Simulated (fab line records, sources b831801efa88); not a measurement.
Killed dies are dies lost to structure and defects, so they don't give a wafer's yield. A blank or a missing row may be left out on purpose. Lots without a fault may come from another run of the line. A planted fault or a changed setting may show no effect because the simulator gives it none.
Which tool did it? | flow sfq_line | 14 lots, 42 wafers sampled, at 4 steps of a route of 325

WHAT THE GAUGES READ, wafer by wafer
SFQ_R5_THK_MEAS_934: measures by xrf.
lot  | measured     | on            | R5_MONX_THK (nm)
L980 | day 51 09:36 | film_metro-03 | 40.1 40.1 40.2
L981 | day 51 16:32 | film_metro-02 | 40.1 40.7 40.5
L982 | day 52 04:19 | film_metro-03 | 40.5 39.6 40.2
L984 | day 52 17:34 | film_metro-02 | 40.0 40.5 40.5
L985 | day 52 21:44 | film_metro-04 | 40.4 40.8 40.5
L986 | day 53 06:45 | film_metro-03 | 40.4 40.6 40.7
L988 | day 55 05:07 | film_metro-03 | 41.3 41.2 41.5
L993 | day 57 05:19 | film_metro-04 | 40.0 39.5 40.2
L994 | day 57 08:20 | film_metro-04 | 40.2 40.0 40.2
L995 | day 57 11:19 | film_metro-04 | 39.7 39.6 39.8
L996 | day 58 13:28 | film_metro-03 | 40.2 40.5 40.6
L998 | day 58 19:26 | film_metro-04 | 40.7 40.4 40.7
L101 | day 65 06:09 | film_metro-03 | 39.7 39.6 39.5
L102 | day 65 10:53 | film_metro-03 | 40.2 40.4 40.3

SFQ_I6_BOW_MEAS_941.
lot  | measured     | on            | I6_BOW (um)
L980 | day 71 13:13 | film_metro-04 | -1 -10 4
L981 | day 71 17:11 | film_metro-04 | -7 15 -4
L982 | day 72 10:01 | film_metro-04 | -4 7 5
L984 | day 72 20:47 | film_metro-03 | 13 12 3
L985 | day 73 02:49 | film_metro-04 | 7 19 14
L986 | day 73 07:52 | film_metro-03 | 19 20 11
L988 | day 74 14:16 | film_metro-04 | 2 -5 -9
L993 | day 76 14:50 | film_metro-03 | 6 3 -4
L994 | day 76 18:25 | film_metro-01 | 4 -6 5
L995 | day 76 20:37 | film_metro-04 | 16 22 23
L996 | day 77 19:28 | film_metro-01 | 16 17 23
L998 | day 78 08:11 | film_metro-04 | -6 -9 0
L101 | day 79 05:16 | film_metro-03 | 5 6 4
L102 | day 79 12:29 | film_metro-04 | 7 4 2

WHICH TOOL RAN EACH LOT (tool, then ch and the chambers of the sampled wafers, then the start)
lot  | SFQ_TRILAYER_R5_DEP_SPUTTER_133 | SFQ_TRILAYER_M6_LITHO_COAT_164
L980 | pvd_sputter-04, day 51 09:24    | litho_track-04 ch 0, day 66 18:01
L981 | pvd_sputter-04, day 51 16:20    | litho_track-04 ch 0, day 67 01:25
L982 | pvd_sputter-05, day 52 04:07    | litho_track-04 ch 0, day 67 13:27
L984 | pvd_sputter-05, day 52 17:23    | litho_track-03 ch 0, day 68 02:44
L985 | pvd_sputter-04, day 52 21:31    | litho_track-01 ch 0, day 68 09:59
L986 | pvd_sputter-06, day 53 06:31    | litho_track-03 ch 0, day 68 13:53
L988 | pvd_sputter-05, day 55 04:55    | litho_track-04 ch 0, day 69 19:47
L993 | pvd_sputter-04, day 57 05:08    | litho_track-01 ch 0, day 71 22:43
L994 | pvd_sputter-05, day 57 08:08    | litho_track-04 ch 0, day 72 03:01
L995 | pvd_sputter-06, day 57 11:08    | litho_track-01 ch 0, day 72 04:43
L996 | pvd_sputter-05, day 58 13:15    | litho_track-01 ch 0, day 73 06:01
L998 | pvd_sputter-05, day 58 19:15    | litho_track-04 ch 0, day 73 14:26
L101 | pvd_sputter-05, day 65 05:58    | litho_track-03 ch 0, day 74 15:49
L102 | pvd_sputter-05, day 65 10:41    | litho_track-04 ch 0, day 74 20:26
- SFQ_TRILAYER_R5_DEP_SPUTTER_133: material MoNx, target thk 40 nm, time 66.7 s.
- SFQ_TRILAYER_M6_LITHO_COAT_164: resist thk 62 nm.

WHAT THE TOOLS THEMSELVES READ (means of the sampled wafers that have a number; where no wafer has one, the mark that the record gives instead)
SFQ_TRILAYER_R5_DEP_SPUTTER_133.
lot  | tool           | throttle_valve_pct (%)
L980 | pvd_sputter-04 | 29.9
L981 | pvd_sputter-04 | 30.4
L982 | pvd_sputter-05 | 30.3
L984 | pvd_sputter-05 | 30.2
L985 | pvd_sputter-04 | 29.9
L986 | pvd_sputter-06 | 30.4
L988 | pvd_sputter-05 | 30.8
L993 | pvd_sputter-04 | 30.0
L994 | pvd_sputter-05 | 30.4
L995 | pvd_sputter-06 | 29.2
L996 | pvd_sputter-05 | 30.6
L998 | pvd_sputter-05 | 30.8
L101 | pvd_sputter-05 | 30.5
L102 | pvd_sputter-05 | 30.8

SFQ_TRILAYER_M6_LITHO_COAT_164.
lot  | tool           | spin_speed_rpm (rpm)
L980 | litho_track-04 | 2999.8
L981 | litho_track-04 | 2998.8
L982 | litho_track-04 | 2997.6
L984 | litho_track-03 | 2999.1
L985 | litho_track-01 | 3000.3
L986 | litho_track-03 | 2999.8
L988 | litho_track-04 | 3000.1
L993 | litho_track-01 | 2998.4
L994 | litho_track-04 | 3000.0
L995 | litho_track-01 | 3094.0
L996 | litho_track-01 | 3094.0
L998 | litho_track-04 | 2998.6
L101 | litho_track-03 | 2999.6
L102 | litho_track-04 | 3000.2

THE ANSWER, worked out from the rows above alone
Rule: what is usual is taken from the lots themselves. Put in order of their means at a reading, lots are off if they are a third of the lots or fewer, leave a main group of 4 or more, and stand apart from it by a gap of 3 or more times the standard deviation of the main group's means; of several such gaps the widest counts. A main group whose means are all the same, to the digits that the tables above print for the reading, isn't used. A lot without any number at a reading at which 4 lots or more have one is off too. The other lots that the step has rows for count as sound. The gauges are gone through in route order, then the tools' own readings, and for those a lot's mean is taken as printed above. The first step at which some lot is off is used, and at that step the reading that is off furthest; a lot without a number counts as furthest.
Off: L995, L996, at SFQ_TRILAYER_M6_LITHO_COAT_164 (spin_speed_rpm). The main group: mean 2999.4 rpm, standard deviation 0.81.
A tool fits if, at that step or a process step before it, it ran every lot that is off, and no sound lot after the first of them. One fits: litho_track-01 at SFQ_TRILAYER_M6_LITHO_COAT_164. Its last sound lot is L993 (day 71 22:43), its first lot that is off L995 (day 72 04:43): a fault that began between those two fits.
The tool's own readings at SFQ_TRILAYER_M6_LITHO_COAT_164 bear it out: on the lots that are off they differ by more than 5 times the standard deviation of the sound lots' means. spin_speed_rpm reads 3094.0 rpm there against 2999.4 rpm on the sound lots.

WHAT THE SIMULATOR HAD PUT IN
Process parameter drift: litho_track-01, from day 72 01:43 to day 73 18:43, at SFQ_TRILAYER_M6_LITHO_COAT_164. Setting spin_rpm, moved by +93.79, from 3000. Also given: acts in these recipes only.
Lots struck among those shown: L995, L996. The rule above found the same.
